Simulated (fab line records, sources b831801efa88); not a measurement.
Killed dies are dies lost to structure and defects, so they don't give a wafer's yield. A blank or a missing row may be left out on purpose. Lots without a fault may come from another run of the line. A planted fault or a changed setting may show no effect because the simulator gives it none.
Which tool did it? | flow gf180mcu | 13 lots, 39 wafers sampled, at 4 steps of a route of 602

WHAT THE GAUGES READ, wafer by wafer
GF_V3_THK_MEAS_01. Usual: V3_CVD_00_THK 600 nm, standard deviation 9.3.
lot  | measured     | on            | V3_CVD_00_THK (nm) | flag
L403 | day 21 10:35 | film_metro-04 | 591 589 603        |
L404 | day 21 17:43 | film_metro-03 | 598 607 592        |
L405 | day 22 03:56 | film_metro-04 | 592 595 602        |
L406 | day 22 12:45 | film_metro-04 | 604 596 613        |
L409 | day 23 22:52 | film_metro-02 | 595 603 599        |
L416 | day 26 09:23 | film_metro-03 | 723 595 613        | OFF
L417 | day 26 13:23 | film_metro-04 | 589 719 718        | OFF
L418 | day 26 19:02 | film_metro-02 | 590 598 601        |
L419 | day 27 05:53 | film_metro-04 | 608 612 585        |
L420 | day 27 10:14 | film_metro-04 | 581 602 586        |
L422 | day 28 01:24 | film_metro-03 | 603 604 600        |
L425 | day 28 18:38 | film_metro-04 | 591 614 607        |
L426 | day 29 06:01 | film_metro-02 | 594 618 599        |

WHICH TOOL RAN EACH LOT (tool, then ch and the chambers of the sampled wafers, then the start)
lot  | GF_M3_SPUTTER_00             | GF_M3_METAL_ETCH_16               | GF_V3_CVD_00
L403 | pvd_sputter-04, day 20 09:27 | rie_metal-02 ch 0,1, day 21 09:52 | hdpcvd-01 ch 0,1,2, day 21 10:31
L404 | pvd_sputter-02, day 20 16:14 | rie_metal-02 ch 0,1, day 21 17:01 | hdpcvd-02 ch 0,1,2, day 21 17:39
L405 | pvd_sputter-04, day 21 03:18 | rie_metal-01 ch 0, day 22 03:07   | hdpcvd-01 ch 1,2, day 22 03:52
L406 | pvd_sputter-02, day 21 11:55 | rie_metal-01 ch 0, day 22 11:56   | hdpcvd-02 ch 0,1,2, day 22 12:40
L409 | pvd_sputter-01, day 22 23:04 | rie_metal-01 ch 0,1, day 23 22:10 | hdpcvd-01 ch 0,1, day 23 22:48
L416 | pvd_sputter-04, day 25 11:02 | rie_metal-03 ch 0,1, day 26 08:40 | hdpcvd-02 ch 0,1,2, day 26 09:18
L417 | pvd_sputter-01, day 25 15:10 | rie_metal-01 ch 0,1, day 26 12:40 | hdpcvd-02 ch 1,2, day 26 13:18
L418 | pvd_sputter-04, day 25 21:01 | rie_metal-03 ch 0,1, day 26 18:19 | hdpcvd-01 ch 0,1,2, day 26 18:57
L419 | pvd_sputter-04, day 26 09:14 | rie_metal-03 ch 0,1, day 27 05:10 | hdpcvd-01 ch 0,1,2, day 27 05:48
L420 | pvd_sputter-01, day 26 13:14 | rie_metal-03 ch 0,1, day 27 09:30 | hdpcvd-01 ch 1,2, day 27 10:08
L422 | pvd_sputter-01, day 27 04:08 | rie_metal-03 ch 0,1, day 28 00:40 | hdpcvd-01 ch 0,1, day 28 01:20
L425 | pvd_sputter-01, day 27 22:15 | rie_metal-01 ch 0,1, day 28 17:56 | hdpcvd-01 ch 0,1,2, day 28 18:33
L426 | pvd_sputter-02, day 28 09:56 | rie_metal-03 ch 0,1, day 29 05:15 | hdpcvd-02 ch 0,1,2, day 29 05:56
- GF_M3_SPUTTER_00: material Ti, target thk 37.5 nm, time 150 s.
- GF_M3_METAL_ETCH_16: etches the open film in Cl2/BCl3, stops on SiO2, target depth 627.5 nm, time 104.6 s.
- GF_V3_CVD_00: deposits SiO2, target thk 600 nm, time 100 s.

WHAT THE TOOLS THEMSELVES READ (means of the sampled wafers that have a number; where no wafer has one, the mark that the record gives instead)
GF_M3_SPUTTER_00. Usual: chamber_pressure_pa 2.000 Pa, standard deviation 0.004; throttle_valve_pct 30.2 %, standard deviation 0.97.
lot  | tool           | chamber_pressure_pa (Pa) | throttle_valve_pct (%) | flag
L403 | pvd_sputter-04 | 1.999                    | 31.4                   |
L404 | pvd_sputter-02 | 2.002                    | 29.5                   |
L405 | pvd_sputter-04 | 2.000                    | 29.0                   |
L406 | pvd_sputter-02 | 1.998                    | 29.6                   |
L409 | pvd_sputter-01 | 1.998                    | 30.6                   |
L416 | pvd_sputter-04 | 2.003                    | 29.1                   |
L417 | pvd_sputter-01 | 2.003                    | 30.2                   |
L418 | pvd_sputter-04 | 2.001                    | 30.2                   |
L419 | pvd_sputter-04 | 1.995                    | 30.4                   |
L420 | pvd_sputter-01 | 2.000                    | 30.3                   |
L422 | pvd_sputter-01 | 2.002                    | 30.4                   |
L425 | pvd_sputter-01 | 1.999                    | 30.3                   |
L426 | pvd_sputter-02 | 2.002                    | 29.7                   |

GF_M3_METAL_ETCH_16. Usual: drypump_motor_current_A 5.9 A, standard deviation 0.43; oes_product_au 0.972 a.u., standard deviation 0.0074; throttle_valve_pct 28.251 %, standard deviation 0.01.
lot  | tool         | drypump_motor_current_A (A) | oes_product_au (a.u.) | throttle_valve_pct (%) | flag
L403 | rie_metal-02 | 5.5                         | 0.969                 | 28.255                 |
L404 | rie_metal-02 | 5.3                         | 0.973                 | 28.247                 |
L405 | rie_metal-01 | 6.0                         | 0.973                 | 28.258                 |
L406 | rie_metal-01 | 6.0                         | 0.967                 | 28.248                 |
L409 | rie_metal-01 | 6.0                         | 0.970                 | 28.247                 |
L416 | rie_metal-03 | 5.7                         | 0.984                 | 28.249                 |
L417 | rie_metal-01 | 6.1                         | 0.972                 | 28.246                 |
L418 | rie_metal-03 | 6.2                         | 0.978                 | 28.244                 |
L419 | rie_metal-03 | 5.7                         | 0.975                 | 28.242                 |
L420 | rie_metal-03 | 6.2                         | 0.972                 | 28.250                 |
L422 | rie_metal-03 | 6.1                         | 0.973                 | 28.258                 |
L425 | rie_metal-01 | 6.1                         | 0.975                 | 28.249                 |
L426 | rie_metal-03 | 6.1                         | 0.965                 | 28.257                 |

GF_V3_CVD_00. Usual: sih4_flow_sccm 59.95 sccm, standard deviation 0.19.
lot  | tool      | sih4_flow_sccm (sccm) | flag
L403 | hdpcvd-01 | 60.06                 |
L404 | hdpcvd-02 | 60.05                 |
L405 | hdpcvd-01 | 59.82                 |
L406 | hdpcvd-02 | 59.97                 |
L409 | hdpcvd-01 | 60.09                 |
L416 | hdpcvd-02 | 63.90                 | OFF
L417 | hdpcvd-02 | 67.94                 | OFF
L418 | hdpcvd-01 | 59.69                 |
L419 | hdpcvd-01 | 59.86                 |
L420 | hdpcvd-01 | 60.13                 |
L422 | hdpcvd-01 | 59.69                 |
L425 | hdpcvd-01 | 60.02                 |
L426 | hdpcvd-02 | 59.91                 |

THE ANSWER, worked out from the rows above alone
Rule: a lot is off if the mean of its wafers that have a number lies more than 3 standard deviations from the usual mean. A lot without any number at a reading at which 4 lots or more have one is off too. The other lots that the step has rows for count as sound. The gauges are gone through in route order, then the tools' own readings, and for those a lot's mean is taken as printed above. The first step at which some lot is off is used, and at that step the reading that is off furthest; a lot without a number counts as furthest.
Off: L416, L417, at GF_V3_THK_MEAS_01 (V3_CVD_00_THK).
A tool fits if, at a process step before that reading, it ran every lot that is off, and no sound lot after the first of them. The gauges at GF_V3_THK_MEAS_01 aren't tried: what is off there is off at GF_V3_CVD_00 too, on other tools, and a gauge's error can't cause that. None of those tried fits.

WHAT THE SIMULATOR HAD PUT IN
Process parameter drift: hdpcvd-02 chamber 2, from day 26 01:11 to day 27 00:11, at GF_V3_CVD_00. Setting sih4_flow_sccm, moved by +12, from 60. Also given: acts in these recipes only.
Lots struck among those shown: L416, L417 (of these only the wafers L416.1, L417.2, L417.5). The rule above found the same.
